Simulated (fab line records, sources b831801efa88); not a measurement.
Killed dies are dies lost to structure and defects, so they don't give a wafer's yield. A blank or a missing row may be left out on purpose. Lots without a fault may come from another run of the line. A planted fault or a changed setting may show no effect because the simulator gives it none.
Which tool did it? | flow gf180mcu | 24 lots, 72 wafers sampled, at 3 steps of a route of 602

WHAT THE GAUGES READ, wafer by wafer
GF_V4_THK_MEAS_01.
lot  | measured     | on            | V4_CVD_00_THK (nm)
L074 | day 23 12:34 | film_metro-01 | 608 603 605
L075 | day 23 18:38 | film_metro-03 | 598 591 592
L076 | day 24 05:11 | film_metro-03 | 615 597 608
L077 | day 24 17:59 | film_metro-04 | 606 596 601
L078 | day 25 00:08 | film_metro-01 | 597 585 596
L079 | day 25 09:08 | film_metro-01 | 602 589 586
L080 | day 25 19:29 | film_metro-01 | 605 599 606
L081 | day 26 03:26 | film_metro-03 | 605 604 596
L082 | day 26 11:41 | film_metro-03 | 604 608 603
L083 | day 26 23:38 | film_metro-03 | 591 599 595
L084 | day 27 05:02 | film_metro-04 | 606 610 608
L085 | day 27 06:44 | film_metro-01 | 601 602 608
L086 | day 27 16:10 | film_metro-04 | 611 604 611
L087 | day 28 00:22 | film_metro-03 | 597 598 597
L088 | day 28 09:45 | film_metro-03 | 615 604 611
L089 | day 28 15:02 | film_metro-03 | 602 604 612
L090 | day 28 19:14 | film_metro-01 | 609 602 610
L091 | day 28 23:16 | film_metro-03 | 608 605 605
L092 | day 29 04:41 | film_metro-04 | 609 596 604
L093 | day 29 15:20 | film_metro-01 | 606 605 607
L094 | day 29 21:59 | film_metro-01 | 594 603 602
L095 | day 30 01:38 | film_metro-01 | 600 600 605
L096 | day 30 06:36 | film_metro-01 | 610 607 606
L097 | day 30 14:38 | film_metro-04 | 610 602 617

WHICH TOOL RAN EACH LOT (tool, then ch and the chambers of the sampled wafers, then the start)
lot  | GF_M4_SPUTTER_00             | GF_M4_METAL_ETCH_16
L074 | pvd_sputter-01, day 22 12:26 | rie_metal-04 ch 0,1, day 23 11:49
L075 | pvd_sputter-04, day 22 18:53 | rie_metal-03 ch 0,1, day 23 17:54
L076 | pvd_sputter-02, day 23 05:47 | rie_metal-04 ch 0,1, day 24 04:24
L077 | pvd_sputter-01, day 23 18:16 | rie_metal-04 ch 0,1, day 24 17:15
L078 | pvd_sputter-01, day 24 01:26 | rie_metal-02 ch 1, day 24 23:24
L079 | pvd_sputter-02, day 24 10:14 | rie_metal-02 ch 0,1, day 25 08:24
L080 | pvd_sputter-02, day 24 21:11 | rie_metal-04 ch 0,1, day 25 18:42
L081 | pvd_sputter-01, day 25 05:28 | rie_metal-03 ch 0,1, day 26 02:40
L082 | pvd_sputter-04, day 25 13:19 | rie_metal-04 ch 0,1, day 26 10:54
L083 | pvd_sputter-01, day 26 01:58 | rie_metal-03 ch 0,1, day 26 22:54
L084 | pvd_sputter-02, day 26 07:38 | rie_metal-02 ch 0,1, day 27 04:18
L085 | pvd_sputter-04, day 26 09:02 | rie_metal-04 ch 0,1, day 27 06:00
L086 | pvd_sputter-01, day 26 18:32 | rie_metal-03 ch 0,1, day 27 15:24
L087 | pvd_sputter-02, day 27 03:28 | rie_metal-03 ch 0, day 27 23:36
L088 | pvd_sputter-01, day 27 13:05 | rie_metal-02 ch 0,1, day 28 09:01
L089 | pvd_sputter-01, day 27 18:28 | rie_metal-04 ch 1, day 28 14:10
L090 | pvd_sputter-04, day 27 22:53 | rie_metal-03 ch 0,1, day 28 18:27
L091 | pvd_sputter-04, day 28 02:49 | rie_metal-03 ch 0,1, day 28 22:28
L092 | pvd_sputter-04, day 28 08:47 | rie_metal-02 ch 0,1, day 29 03:54
L093 | pvd_sputter-02, day 28 18:43 | rie_metal-04 ch 0,1, day 29 14:34
L094 | pvd_sputter-02, day 29 01:45 | rie_metal-04 ch 1, day 29 21:15
L095 | pvd_sputter-02, day 29 06:25 | rie_metal-04 ch 0,1, day 30 00:51
L096 | pvd_sputter-04, day 29 10:32 | rie_metal-03 ch 0,1, day 30 05:52
L097 | pvd_sputter-01, day 29 18:35 | rie_metal-02 ch 0,1, day 30 13:54
- GF_M4_SPUTTER_00: material Ti, target thk 37.5 nm, time 150 s.
- GF_M4_METAL_ETCH_16: etches the open film in Cl2/BCl3, stops on SiO2, target depth 750.8 nm, time 125.1 s.

WHAT THE TOOLS THEMSELVES READ (means of the sampled wafers that have a number; where no wafer has one, the mark that the record gives instead)
GF_M4_SPUTTER_00.
lot  | tool           | throttle_valve_pct (%)
L074 | pvd_sputter-01 | 30.5
L075 | pvd_sputter-04 | 30.6
L076 | pvd_sputter-02 | 30.8
L077 | pvd_sputter-01 | 30.8
L078 | pvd_sputter-01 | 30.4
L079 | pvd_sputter-02 | 30.3
L080 | pvd_sputter-02 | 30.7
L081 | pvd_sputter-01 | 30.6
L082 | pvd_sputter-04 | 29.9
L083 | pvd_sputter-01 | 30.6
L084 | pvd_sputter-02 | 31.0
L085 | pvd_sputter-04 | 29.3
L086 | pvd_sputter-01 | 30.3
L087 | pvd_sputter-02 | 31.5
L088 | pvd_sputter-01 | 30.6
L089 | pvd_sputter-01 | 31.4
L090 | pvd_sputter-04 | 29.6
L091 | pvd_sputter-04 | 28.7
L092 | pvd_sputter-04 | 29.3
L093 | pvd_sputter-02 | 30.7
L094 | pvd_sputter-02 | 31.1
L095 | pvd_sputter-02 | 30.6
L096 | pvd_sputter-04 | 30.3
L097 | pvd_sputter-01 | 30.6

GF_M4_METAL_ETCH_16.
lot  | tool         | drypump_motor_current_A (A) | oes_product_au (a.u.) | throttle_valve_pct (%)
L074 | rie_metal-04 | 6.2                         | 0.993                 | 28.228
L075 | rie_metal-03 | 5.2                         | 0.994                 | 28.227
L076 | rie_metal-04 | 5.5                         | 0.998                 | 28.221
L077 | rie_metal-04 | 6.1                         | 0.990                 | 28.206
L078 | rie_metal-02 | 5.1                         | 0.992                 | 28.238
L079 | rie_metal-02 | 5.8                         | 0.980                 | 28.235
L080 | rie_metal-04 | 5.5                         | 0.991                 | 28.232
L081 | rie_metal-03 | 5.1                         | 0.992                 | 28.228
L082 | rie_metal-04 | 6.1                         | 0.990                 | 28.232
L083 | rie_metal-03 | 5.1                         | 0.994                 | 28.217
L084 | rie_metal-02 | 5.4                         | 0.994                 | 28.240
L085 | rie_metal-04 | 6.1                         | 0.995                 | 28.226
L086 | rie_metal-03 | 5.2                         | 0.990                 | 28.238
L087 | rie_metal-03 | 4.9                         | 0.991                 | 28.229
L088 | rie_metal-02 | 5.7                         | 0.985                 | 28.234
L089 | rie_metal-04 | 4.9                         | 0.994                 | 28.227
L090 | rie_metal-03 | 5.1                         | 0.990                 | 28.231
L091 | rie_metal-03 | 5.0                         | 0.986                 | 28.239
L092 | rie_metal-02 | 5.7                         | 0.981                 | 28.236
L093 | rie_metal-04 | 5.5                         | 0.989                 | 28.234
L094 | rie_metal-04 | 4.9                         | 0.993                 | 28.235
L095 | rie_metal-04 | 6.1                         | 0.993                 | 28.228
L096 | rie_metal-03 | 5.1                         | 0.986                 | 28.232
L097 | rie_metal-02 | 5.4                         | 0.991                 | 28.235

THE ANSWER, worked out from the rows above alone
Rule: what is usual is taken from the lots themselves. Put in order of their means at a reading, lots are off if they are a third of the lots or fewer, leave a main group of 4 or more, and stand apart from it by a gap of 3 or more times the standard deviation of the main group's means; of several such gaps the widest counts. A main group whose means are all the same, to the digits that the tables above print for the reading, isn't used. A lot without any number at a reading at which 4 lots or more have one is off too. The other lots that the step has rows for count as sound. The gauges are gone through in route order, then the tools' own readings, and for those a lot's mean is taken as printed above. The first step at which some lot is off is used, and at that step the reading that is off furthest; a lot without a number counts as furthest.
No lot is off at any reading shown: from this, nothing can be told.

WHAT THE SIMULATOR HAD PUT IN
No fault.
